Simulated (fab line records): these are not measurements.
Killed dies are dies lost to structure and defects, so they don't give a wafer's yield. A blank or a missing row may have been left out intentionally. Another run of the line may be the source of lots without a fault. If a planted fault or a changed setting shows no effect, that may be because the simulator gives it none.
fab line records -- flow gf180mcu
[record] lots = 7, wafers = 21, lastDay = 34
route steps=602 shown STI@28 DNWELL@32 NWELL@42 LVPWELL@54
lots untouched by any fault: they come from a run of this same line in which no faults occurred
startH: start of the lot's first displayed wafer, in hours after the record's first day -- waitH: hours from the lot's prior step to this one -- " unchanged from the row above -- L1.1+2: several wafers, shown together as one row -- - either no value or no given start -- * or withheld: withheld -- < > ~ a bound
route shown NAME@n: names a module that has steps shown in the file, with the first one's number in the route -- usual: mean and standard deviation over wafers with no fault -- same: alike in all rows -- chamber/n: place in a boat -- sites: the reading at each site -- _std_site: standard deviation across them -- _edge_site: the outer-site mean with the inner-site mean subtracted -- radiusMm: for every site, how far away it sits from the centre of the wafer -- mask NAME#n: copy n -- behind: tool/chamber where the wafer was last shaped -- hold: why the lot went on hold/how many hours it stayed there/how the hold came to an end -- device: the n, p or np transistor that did not switch -- end of line: the tests these same wafers got at the end of their route -- for a step that has no rows: nothing shown but its recipe -- killed: at the first sort, the dies lost to defects and structure; wafer yield is something else -- map: dies across one wafer; x = killed, . = not, _ = none there
set.NAME: the setting the step ran with; set.NAME@STEP: the setting that earlier step ran with -- model.NAME: the simulator's own value behind a step, which no gauge read
lots at selected steps of the route; one table per step, one row per wafer
services: the hour from which a tool's chamber was out of use, counted from the record's first day as startH (under 0 if before that day), plus the number of hours and why
[[steps]]
[step GF_STI_WET_ETCH_27]
[recipe] chemistry = H3PO4, targetDepthNm = 160, target = Si3N4, tempC = 160, timeS = 1825
[step GF_STI_WET_ETCH_28]
[recipe] chemistry = dHF, targetDepthNm = 20, dry = ipaMarangoni, target = SiO2, tempC = 25, dilution = 10:1, timeS = 40
[step GF_STI_OXIDATION_29]
[recipe] tempC = 900, ambient = O2, stabiliseS = 600, purgeS = 300, targetThkA = 100, oxTimeS = 1418
[step GF_STI_THK_MEAS_30]
[recipe] reads = SiO2_of_STI_OXIDATION_29
[usual] STI_OXIDATION_02_THK = 10.05/0.16
lot.wafer,tool,chamber,startH,waitH,STI_OXIDATION_02_THK[nm]
L150.1,filmMetro-02,-,31.31,0.0,10.04
L150.3,filmMetro-02,-,31.31,0.0,10.13
L150.5,filmMetro-02,-,31.31,0.0,10.26
L155.1,filmMetro-02,-,56.46,0.0,9.99
L155.2,filmMetro-02,-,56.46,0.0,9.99
L155.3,filmMetro-02,-,56.46,0.0,10.00
L156.1,filmMetro-04,-,63.00,0.0,10.10
L156.2,filmMetro-04,-,63.00,0.0,9.98
L156.6,filmMetro-04,-,63.00,0.0,10.01
L157.4,filmMetro-04,-,66.99,0.0,10.13
L157.5,filmMetro-04,-,66.99,0.0,9.95
L157.6,filmMetro-04,-,66.99,0.0,9.99
L159.3,filmMetro-01,-,76.51,0.0,10.01
L159.4,filmMetro-01,-,76.51,0.0,10.23
L159.5,filmMetro-01,-,76.51,0.0,10.23
L165.1,filmMetro-02,-,107.29,0.0,10.13
L165.5,filmMetro-02,-,107.29,0.0,9.85
L165.6,filmMetro-02,-,107.29,0.0,10.01
L173.1,filmMetro-01,-,149.76,0.0,9.78
L173.4,filmMetro-01,-,149.76,0.0,9.74
L173.5,filmMetro-01,-,149.76,0.0,9.71
[step GF_DNWELL_DEHYDRATE_00]
[recipe] tempC = 200, timeS = 60
[step GF_DNWELL_HMDS_01]
[recipe] primeTimeS = 60, primeTempC = 120
[step GF_DNWELL_COAT_02]
[recipe] spinRpm = 2000, resistThkNm = 3000
[step GF_DNWELL_SOFTBAKE_03]
[recipe] tempC = 110, timeS = withheld
[step GF_DNWELL_EXPOSE_04]
[recipe] maskId = DNWELL, targetCdNm = 1700, na = 0.6, sourceShape = conventional, sigmaOuter = 0.6, doseMj = 260
[step GF_DNWELL_PEB_05]
[recipe] tempC = 115, timeS = withheld
[step GF_DNWELL_DEVELOP_06]
[recipe] wallAngleDeg = 90, developTimeS = 60, devTempC = 23
[step GF_DNWELL_IMPLANT_07]
[recipe] species = P, energyKev = 1500, doseCm2 = 1e+13, tiltDeg = 0
[step GF_DNWELL_STRIP_08]
[recipe] chemistry = O2/N2, powerW = 1400, pressureMtorr = 1500, platenTempC = 250, o2FlowSccm = 3000, n2FlowSccm = 300, overashFraction = 0.5
[usual] chamberPressureMTorr = 1500.1/1.3, drypumpMotorCurrentA = 5.8/0.58, heaterPowerW = 317/26, oesProductAu = 0.722/0.0046, stripTimeToEndpointS = 36.99/0.092
lot.wafer,tool,chamber,startH,waitH,chamberPressureMTorr,drypumpMotorCurrentA,heaterPowerW,oesProductAu,rfHoursCounterH,stripTimeToEndpointS,model.coat_of_DNWELL_COAT_02.thkNm
L150.1,plasmaAsher-04,1,43.16,0.1,1499.8,6.2,349,0.722,38,37.05,0
L150.3,plasmaAsher-04,1,43.16,0.1,1500.8,6.2,337,0.724,-,36.97,0
L150.5,plasmaAsher-04,0,43.16,0.1,1501.9,5.2,303,0.713,-,37.00,0
L155.1,plasmaAsher-03,1,69.73,0.1,-,-,-,-,-,-,2998
L155.2,plasmaAsher-03,0,69.73,0.1,-,-,-,-,-,-,2999
L155.3,plasmaAsher-03,1,69.73,0.1,-,-,-,-,-,-,3005
L156.1,plasmaAsher-04,1,76.00,0.1,-,-,-,-,-,-,2998
L156.2,plasmaAsher-04,0,76.00,0.1,-,-,-,-,-,-,2998
L156.6,plasmaAsher-04,1,76.00,0.1,-,-,-,-,-,-,3006
L157.4,plasmaAsher-01,0,80.14,0.1,-,-,-,-,-,-,3004
L157.5,plasmaAsher-01,0,80.14,0.1,-,-,-,-,-,-,3011
L157.6,plasmaAsher-01,1,80.14,0.1,-,-,-,-,-,-,2998
L159.3,plasmaAsher-04,0,90.89,0.1,1501.0,5.2,302,0.721,-,36.89,0
L159.4,plasmaAsher-04,1,90.89,0.1,1501.1,6.2,343,0.723,-,36.88,0
L159.5,plasmaAsher-04,0,90.89,0.1,1499.6,5.2,301,0.726,-,36.92,0
L165.1,plasmaAsher-01,1,121.85,0.1,1500.7,6.3,280,0.724,34,37.10,0
L165.5,plasmaAsher-01,0,121.85,0.1,1499.3,5.6,331,0.718,-,37.03,0
L165.6,plasmaAsher-01,1,121.85,0.1,1499.6,6.3,286,0.723,-,37.14,0
L173.1,plasmaAsher-04,1,165.83,0.1,1501.5,6.2,334,0.724,51,36.94,0
L173.4,plasmaAsher-04,1,165.83,0.1,1497.1,6.2,348,0.720,-,37.04,0
L173.5,plasmaAsher-04,1,165.83,0.1,1502.5,6.2,329,0.723,-,36.99,0
[step GF_DNWELL_TW_MEAS_09]
[usual] DNWELL_TW = 1350/8.3
lot.wafer,tool,chamber,startH,waitH,DNWELL_TW
L150.1,filmMetro-03,-,43.26,0.1,1342
L150.3,filmMetro-03,-,43.26,0.1,1345
L150.5,filmMetro-03,-,43.26,0.1,1337
L155.1,filmMetro-02,-,69.83,0.1,1344
L155.2,filmMetro-02,-,69.83,0.1,1348
L155.3,filmMetro-02,-,69.83,0.1,1337
L156.1,filmMetro-03,-,76.10,0.1,1358
L156.2,filmMetro-03,-,76.10,0.1,1361
L156.6,filmMetro-03,-,76.10,0.1,1357
L157.4,filmMetro-03,-,80.23,0.1,1350
L157.5,filmMetro-03,-,80.23,0.1,1354
L157.6,filmMetro-03,-,80.23,0.1,1355
L159.3,filmMetro-02,-,90.97,0.1,1349
L159.4,filmMetro-02,-,90.97,0.1,1350
L159.5,filmMetro-02,-,90.97,0.1,1353
L165.1,filmMetro-04,-,121.95,0.1,1333
L165.5,filmMetro-04,-,121.95,0.1,1340
L165.6,filmMetro-04,-,121.95,0.1,1341
L173.1,filmMetro-02,-,165.93,0.1,1368
L173.4,filmMetro-02,-,165.93,0.1,1368
L173.5,filmMetro-02,-,165.93,0.1,1370
[step GF_NWELL_DEHYDRATE_00]
[recipe] tempC = 200, timeS = 60
[step GF_NWELL_HMDS_01]
[recipe] primeTimeS = 60, primeTempC = 120
[step GF_NWELL_COAT_02]
[recipe] spinRpm = 2000, resistThkNm = 3000
[step GF_NWELL_SOFTBAKE_03]
[recipe] tempC = 110, timeS = withheld
[step GF_NWELL_EXPOSE_04]
[recipe] maskId = Nwell, targetCdNm = 860, na = 0.6, sourceShape = conventional, sigmaOuter = 0.6, doseMj = 260
[step GF_NWELL_PEB_05]
[recipe] tempC = 115, timeS = withheld
[step GF_NWELL_DEVELOP_06]
[recipe] wallAngleDeg = 90, developTimeS = 60, devTempC = 23
[step GF_NWELL_OVL_MEAS_07]
[usual] NWELL_OVL = -0.2/1.4
lot.wafer,tool,chamber,startH,waitH,NWELL_OVL[nm]
L150.1,overlay-01,-,55.58,-,-0.5
L150.3,overlay-01,-,55.58,-,-0.9
L150.5,overlay-01,-,55.58,-,-1.3
L155.1,overlay-01,-,83.02,-,-0.8
L155.2,overlay-01,-,83.02,-,0.5
L155.3,overlay-01,-,83.02,-,0.4
L156.1,overlay-01,-,89.93,-,-1.9
L156.2,overlay-01,-,89.93,-,-1.8
L156.6,overlay-01,-,89.93,-,-0.5
L157.4,overlay-01,-,93.40,-,-0.3
L157.5,overlay-01,-,93.40,-,-2.2
L157.6,overlay-01,-,93.40,-,-2.0
L159.3,overlay-02,-,105.04,-,-0.7
L159.4,overlay-02,-,105.04,-,0.3
L159.5,overlay-02,-,105.04,-,-0.3
L165.1,overlay-02,-,137.61,-,-0.5
L165.5,overlay-02,-,137.61,-,-0.8
L165.6,overlay-02,-,137.61,-,0.2
L173.1,overlay-02,-,181.87,-,-0.7
L173.4,overlay-02,-,181.87,-,0.7
L173.5,overlay-02,-,181.87,-,-0.8
[step GF_NWELL_IMPLANT_08]
[recipe] species = P, energyKev = 450, doseCm2 = 1.5e+13, tiltDeg = 0
[step GF_NWELL_IMPLANT_09]
[recipe] species = P, energyKev = 160, doseCm2 = 4e+12, tiltDeg = 0
[step GF_NWELL_STRIP_10]
[recipe] chemistry = O2/N2, powerW = 1400, pressureMtorr = 1500, platenTempC = 250, o2FlowSccm = 3000, n2FlowSccm = 300, overashFraction = 0.5
[usual] chamberPressureMTorr = 1500.1/1.4, drypumpMotorCurrentA = 6.0/0.42, heaterPowerW = 322/27, oesProductAu = 0.722/0.0043, stripTimeToEndpointS = 36.99/0.097
lot.wafer,tool,chamber,startH,waitH,chamberPressureMTorr,drypumpMotorCurrentA,heaterPowerW,oesProductAu,rfHoursCounterH,stripTimeToEndpointS
L150.1,plasmaAsher-01,0,55.92,0.1,1501.9,5.6,317,0.721,26,36.91
L150.3,plasmaAsher-01,0,55.92,0.1,1498.9,5.6,321,0.721,-,36.98
L150.5,plasmaAsher-01,0,55.92,0.1,1499.7,5.6,332,0.729,-,36.88
L155.1,plasmaAsher-02,1,83.36,0.1,1500.7,6.1,342,0.741,43,81.15
L155.2,plasmaAsher-02,0,83.36,0.1,1500.6,6.1,333,0.744,43,81.23
L155.3,plasmaAsher-02,0,83.36,0.1,1502.8,6.1,335,0.733,-,81.32
L156.1,plasmaAsher-02,1,90.27,0.1,1500.6,6.1,346,0.739,44,81.32
L156.2,plasmaAsher-02,0,90.27,0.1,1499.3,6.1,337,0.737,44,81.33
L156.6,plasmaAsher-02,1,90.27,0.1,1498.8,6.0,344,0.743,-,81.55
L157.4,plasmaAsher-02,1,93.75,0.1,1501.0,6.0,340,0.739,-,81.22
L157.5,plasmaAsher-02,1,93.75,0.1,1496.7,6.0,341,0.739,-,81.36
L157.6,plasmaAsher-02,0,93.75,0.1,1501.0,6.1,337,0.747,-,81.15
L159.3,plasmaAsher-02,0,105.40,0.1,1499.5,6.1,341,0.721,-,37.04
L159.4,plasmaAsher-02,1,105.40,0.1,1498.8,6.1,347,0.722,-,37.00
L159.5,plasmaAsher-02,0,105.40,0.1,1501.6,6.1,330,0.718,-,37.02
L165.1,plasmaAsher-02,0,137.95,0.1,1500.7,6.1,334,0.721,50,36.98
L165.5,plasmaAsher-02,1,137.95,0.1,1499.1,6.1,341,0.720,-,37.01
L165.6,plasmaAsher-02,0,137.95,0.1,1501.1,6.1,339,0.718,-,36.98
L173.1,plasmaAsher-01,1,182.21,0.1,1499.1,6.3,285,0.725,40,37.07
L173.4,plasmaAsher-01,0,182.21,0.1,1501.2,5.6,318,0.724,-,37.10
L173.5,plasmaAsher-01,0,182.21,0.1,1501.0,5.6,327,0.727,-,36.98
[step GF_NWELL_TW_MEAS_11]
[usual] NWELL_TW = 1565/11
lot.wafer,tool,chamber,startH,waitH,NWELL_TW
L150.1,filmMetro-03,-,56.02,0.1,1575
L150.3,filmMetro-03,-,56.02,0.1,1572
L150.5,filmMetro-03,-,56.02,0.1,1584
L155.1,filmMetro-01,-,83.46,0.1,30
L155.2,filmMetro-01,-,83.46,0.1,30
L155.3,filmMetro-01,-,83.46,0.1,29
L156.1,filmMetro-01,-,90.37,0.1,30
L156.2,filmMetro-01,-,90.37,0.1,30
L156.6,filmMetro-01,-,90.37,0.1,30
L157.4,filmMetro-04,-,93.85,0.1,30
L157.5,filmMetro-04,-,93.85,0.1,30
L157.6,filmMetro-04,-,93.85,0.1,30
L159.3,filmMetro-01,-,105.49,0.1,1565
L159.4,filmMetro-01,-,105.49,0.1,1560
L159.5,filmMetro-01,-,105.49,0.1,1556
L165.1,filmMetro-01,-,138.05,0.1,1565
L165.5,filmMetro-01,-,138.05,0.1,1568
L165.6,filmMetro-01,-,138.05,0.1,1568
L173.1,filmMetro-01,-,182.31,0.1,1561
L173.4,filmMetro-01,-,182.31,0.1,1568
L173.5,filmMetro-01,-,182.31,0.1,1560
[step GF_LVPWELL_DEHYDRATE_00]
[recipe] tempC = 200, timeS = 60
[[services]]
tool,chamber,startH,hours,kind
plasmaAsher-03,-,28.81,2.8,pm
plasmaAsher-01,-,32.67,4.1,repair
plasmaAsher-03,-,57.44,9.0,pm
plasmaAsher-03,-,88.16,4.4,repair
plasmaAsher-03,-,108.75,9.0,pm
plasmaAsher-03,0,108.75,9.0,ventCycle
plasmaAsher-03,1,108.75,9.0,ventCycle
plasmaAsher-03,0,117.75,-,clean
plasmaAsher-03,1,117.75,-,clean
plasmaAsher-01,-,135.20,5.2,repair
plasmaAsher-04,-,155.03,2.8,pm
[[key]]
[firstSign] step = GF_DNWELL_STRIP_08, reading = toolRecord, direction = missing
[effect] step = GF_NWELL_STRIP_10, reading = stripTimeToEndpointS, direction = up, sigmas = 99+, usual = *, struck = *
[effect] step = GF_NWELL_TW_MEAS_11, reading = NWELL_TW, direction = down, sigmas = 99+, usual = 1565, struck = 30
[modelEffect] step = GF_DNWELL_STRIP_08, value = coat_of_DNWELL_COAT_02.thkNm, without = 0, struck = 3002
metAt GF_DNWELL_STRIP_08
struckWafers L155.1,L155.2,L155.3,L156.1,L156.2,L156.6,L157.4,L157.5,L157.6
sortLeftOut L155.1,L155.2,L155.3,L156.1,L156.2,L156.6,L157.4,L157.5,L157.6
testerLeftOut L155,L156,L157
onsetBetween 43.16 69.73
[fault] kind = skippedStepWhole, tool = plasmaAsher-01,plasmaAsher-03,plasmaAsher-04, chamber = -, onsetH = 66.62, steps = GF_DNWELL_STRIP_08, scope = struckLotsOnly
// testerLeftOut: of these lots the tester's yield and bins aren't shown, on N5 and GAA mostly nor the transistor test; their killed dies are dies lost to structure and defects alone, not to doping, threshold or leakage, so they don't give the yield
// sortLeftOut: the simulated sort isn't trusted on such a fault, so these wafers' sort isn't shown, and their yield isn't known
